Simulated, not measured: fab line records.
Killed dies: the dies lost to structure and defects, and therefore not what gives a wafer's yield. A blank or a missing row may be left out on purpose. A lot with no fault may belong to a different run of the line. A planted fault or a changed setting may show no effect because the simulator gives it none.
Comparing a struck lot with a sound one || flow sky130 || 4 out of 708 route steps
Sound: wafers L329.1, L329.4, L329.5. The struck wafers were L335.2, L335.3, L335.6. At the end, the cause is stated.
Each step with rows lists, per side, the tool, then ch with its chambers, then its first start. Under that, the readings that differ: sound wafers || struck wafers || difference of the means || sigmas: that difference in standard deviations of wafers without a fault.
alike: words and numbers the same on both sides, and readings whose means are apart by under 2 such deviations; not compared: readings that were withheld, readings missing a value for some wafer, numbers with overlapping values and no deviation given by the record, and bounds like >300 which may hide the same value.
The two part at a step that has a row with sigmas, a row that says differs or no value, or rows on one side only. Numbers that don't overlap but have no deviation are shown without sigmas and don't part them. Lack of a reading on every wafer of one side parts them only where that side has two or more wafers.

SKY_FIELD_ISO_BOW_MEAS_00:
  sound: film metro-02 at day 1 10:00; struck: film metro-02 at day 2 16:01
  alike: INCOMING_BOW
then, 1 step without rows for these wafers: SKY_FIELD_ISO_OXIDATION_01 (stabilise 600 s, purge 300 s, target thk 12 nm).
SKY_FIELD_ISO_THK_MEAS_02:
  sound: film metro-01 at day 1 11:57; struck: film metro-01 at day 2 17:58
{"reading": "FIELD_ISO_OXIDATION_00_THK (nm)", "sound": "12.08 12.02 12.24", "struck": "13.05 13.19 13.32", "difference": "+1.07", "sigmas": "+5"}
  not compared: hold
-- a jump in the record: the struck wafers' starts before and after are 45 days apart (it breaks off in module FIELD_ISO and resumes in module PAD_OPEN, where the first step shown is number 708 of the route) --
SKY_PAD_OPEN_PROBE_99:
  only the struck wafers here have rows in the record (prober-02, day 48 02:31); the sound ones have none

## WHERE THEY PART
First at SKY_FIELD_ISO_THK_MEAS_02; last, within this record, at SKY_PAD_OPEN_PROBE_99.

WHY: the cause the simulator had injected
Metrology matching offset: film metro-01, from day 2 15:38 on, at SKY_FIELD_ISO_THK_MEAS_02. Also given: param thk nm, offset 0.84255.
